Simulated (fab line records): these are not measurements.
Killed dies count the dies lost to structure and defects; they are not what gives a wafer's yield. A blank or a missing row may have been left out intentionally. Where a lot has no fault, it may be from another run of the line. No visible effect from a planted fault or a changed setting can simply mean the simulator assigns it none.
Which tool was responsible? -- flow gf180mcu -- Sampling: 14 lots, 42 wafers, 5 of 602 route steps

## WHAT EACH GAUGE READ, for each wafer
The record lacks any reading of a measuring or inspecting step that a usual standard deviation could be used to judge.

## TOOL THAT RAN EACH LOT (tool first, then ch and the chambers of the sampled wafers, then the start)
lot,GF_V3_SPUTTER_22,GF_M4_SPUTTER_04,GF_V4_CVD_02,GF_V4_CMP_04,GF_V4_ETCH_17
L264,"pvd sputter-04, day 22 08:38","pvd sputter-01, day 22 09:27","pecvd-03 ch 0,2, day 23 09:43","cmp-02 ch 0,2,3, day 23 09:57","rie diel-04 ch 1,2,3, no start"
L265,"pvd sputter-04, day 22 19:02","pvd sputter-01, day 22 19:52","pecvd-03 ch 0,2, day 23 19:43","cmp-02 ch 0,1, day 23 19:50","rie diel-04 ch 0,1,3, no start"
L267,"pvd sputter-01, day 23 21:34","pvd sputter-04, day 23 22:23","pecvd-03 ch 0,1,2, day 24 21:10","cmp-02 ch 0,2,3, day 24 21:26","rie diel-04 ch 1,2,3, no start"
L266,"pvd sputter-02, day 24 03:34","pvd sputter-03, day 24 04:22","pecvd-03 ch 0,1,2, day 25 03:24","cmp-02 ch 0,3, day 25 03:30","rie diel-03 ch 2,3, no start"
L268,"pvd sputter-04, day 24 17:29","pvd sputter-01, day 24 18:17","pecvd-03 ch 1,2, day 25 16:10","cmp-02 ch 0,2, day 25 16:21","rie diel-03 ch 0,1,2, no start"
L269,"pvd sputter-02, day 25 05:37","pvd sputter-03, day 25 06:26","pecvd-03 ch 1,2, day 26 04:14","cmp-02 ch 1,2,3, day 26 04:25","rie diel-04 ch 0,1,2, no start"
L271,"pvd sputter-04, day 25 15:08","pvd sputter-03, day 25 15:56","pecvd-04 ch 0,1, day 26 13:56","cmp-02 ch 0,2, day 26 14:07","rie diel-03 ch 2,3, no start"
L270,"pvd sputter-04, day 25 18:03","pvd sputter-04, day 25 18:52","pecvd-03 ch 0,1,2, day 26 16:39","cmp-01 ch 1,2,3, day 26 16:53","rie diel-03 ch 0,2,3, no start"
L279,"pvd sputter-04, day 28 01:07","pvd sputter-03, day 28 01:55","pecvd-04 ch 0,2, day 28 22:40","cmp-01 ch 1,3, day 28 22:51","rie diel-04 ch 1,2,3, no start"
L281,"pvd sputter-04, day 28 09:41","pvd sputter-04, day 28 10:29","pecvd-01 ch 1,2, day 29 06:10","cmp-02 ch 0,1,3, day 29 06:23","rie diel-04 ch 0,1, no start"
L282,"pvd sputter-02, day 28 16:29","pvd sputter-03, day 28 17:17","pecvd-03 ch 0,1,2, day 29 12:32","cmp-01 ch 0,2,3, day 29 12:47","rie diel-01 ch 2,3, no start"
L284,"pvd sputter-02, day 29 02:31","pvd sputter-01, day 29 03:20","pecvd-03 ch 1,2, day 29 22:37","cmp-01 ch 0,1,2, day 29 22:44","rie diel-04 ch 0,2,3, no start"
L285,"pvd sputter-02, day 29 08:46","pvd sputter-01, day 29 09:35","pecvd-04 ch 0,1,2, day 30 05:12","cmp-02 ch 2,3, day 30 05:56","rie diel-01 ch 0,2,3, no start"
L286,"pvd sputter-02, day 29 15:26","pvd sputter-04, day 29 16:15","pecvd-03 ch 0,1, day 30 10:48","cmp-01 ch 0,1,2, day 30 10:59","rie diel-04 ch 0,1,3, no start"
- GF_V3_SPUTTER_22: material TiN, target thk 10 nm, time 40 s.
- GF_M4_SPUTTER_04: material TiN, target thk 50 nm, time 41.7 s.
- GF_V4_CVD_02: deposits SiO2 from TEOS, target thk 850 nm, time 94.851 s.
- GF_V4_CMP_04: polishes SiO2.
- GF_V4_ETCH_17: etches SiO2 in C4F8/O2/Ar, stops on TiN, target depth 630 nm.

## WHAT THE TOOLS THEMSELVES READ (means of the sampled wafers that have a number; where no wafer has one, the mark that the record gives instead)
GF_V3_SPUTTER_22. Usual: throttle valve pct 30.0 %, standard deviation 0.94.
lot,tool,throttle valve pct (%),flag
L264,pvd sputter-04,29.4,
L265,pvd sputter-04,30.3,
L267,pvd sputter-01,31.4,
L266,pvd sputter-02,30.2,
L268,pvd sputter-04,30.2,
L269,pvd sputter-02,29.8,
L271,pvd sputter-04,29.9,
L270,pvd sputter-04,29.8,
L279,pvd sputter-04,30.1,
L281,pvd sputter-04,29.0,
L282,pvd sputter-02,29.9,
L284,pvd sputter-02,30.5,
L285,pvd sputter-02,30.2,
L286,pvd sputter-02,30.0,

GF_M4_SPUTTER_04. Usual: throttle valve pct 30.2 %, standard deviation 1.1.
lot,tool,throttle valve pct (%),flag
L264,pvd sputter-01,31.3,
L265,pvd sputter-01,31.4,
L267,pvd sputter-04,30.0,
L266,pvd sputter-03,30.6,
L268,pvd sputter-01,30.6,
L269,pvd sputter-03,30.1,
L271,pvd sputter-03,30.1,
L270,pvd sputter-04,29.7,
L279,pvd sputter-03,29.4,
L281,pvd sputter-04,29.1,
L282,pvd sputter-03,29.4,
L284,pvd sputter-01,32.0,
L285,pvd sputter-01,30.8,
L286,pvd sputter-04,29.6,

GF_V4_CVD_02. Usual: heater power w 625 W, standard deviation 88.
lot,tool,heater power w (W),flag
L264,pecvd-03,567,
L265,pecvd-03,610,
L267,pecvd-03,635,
L266,pecvd-03,701,
L268,pecvd-03,679,
L269,pecvd-03,652,
L271,pecvd-04,593,
L270,pecvd-03,635,
L279,pecvd-04,612,
L281,pecvd-01,531,
L282,pecvd-03,678,
L284,pecvd-03,697,
L285,pecvd-04,592,
L286,pecvd-03,616,

GF_V4_CMP_04. Usual: motor current A 12.2 A, standard deviation 1.2; time to endpoint s 80 s, standard deviation 4.5.
lot,tool,motor current A (A),time to endpoint s (s),flag
L264,cmp-02,12.3,80,
L265,cmp-02,12.3,85,
L267,cmp-02,12.0,80,
L266,cmp-02,12.2,78,
L268,cmp-02,12.2,88,
L269,cmp-02,12.7,43,OFF
L271,cmp-02,11.5,66,OFF
L270,cmp-01,11.3,83,
L279,cmp-01,11.5,79,
L281,cmp-02,12.5,75,
L282,cmp-01,11.3,81,
L284,cmp-01,11.8,83,
L285,cmp-02,12.4,80,
L286,cmp-01,12.0,81,

GF_V4_ETCH_17. Usual: oes product au 0.856 a.u., standard deviation 0.004.
lot,tool,oes product au (a.u.),flag
L264,rie diel-04,0.858,
L265,rie diel-04,0.856,
L267,rie diel-04,0.854,
L266,rie diel-03,0.854,
L268,rie diel-03,0.856,
L269,rie diel-04,0.934,OFF
L271,rie diel-03,0.893,OFF
L270,rie diel-03,0.852,
L279,rie diel-04,0.856,
L281,rie diel-04,0.857,
L282,rie diel-01,0.857,
L284,rie diel-04,0.856,
L285,rie diel-01,0.855,
L286,rie diel-04,0.853,

## THE ANSWER, worked out from the rows above alone
Rule: a lot counts as off when the mean over its wafers that have a number is more than 3 standard deviations away from the usual mean. A lot without any number at a reading at which 4 lots or more have one is off too. Any other lot the step has rows for is counted as sound. The gauges are gone through in route order, then the tools' own readings, and for those a lot's mean is taken as printed above. The first step at which some lot is off is used, and at that step the reading that is off furthest; a lot without a number counts as furthest.
Off: L269, L271 (GF_V4_CMP_04, time to endpoint s).
A tool fits if, at that step or a process step before it, it ran every lot that is off, and no sound lot after the first of them. No candidate that was tried fits.

## WHAT THE SIMULATOR HAD PUT IN
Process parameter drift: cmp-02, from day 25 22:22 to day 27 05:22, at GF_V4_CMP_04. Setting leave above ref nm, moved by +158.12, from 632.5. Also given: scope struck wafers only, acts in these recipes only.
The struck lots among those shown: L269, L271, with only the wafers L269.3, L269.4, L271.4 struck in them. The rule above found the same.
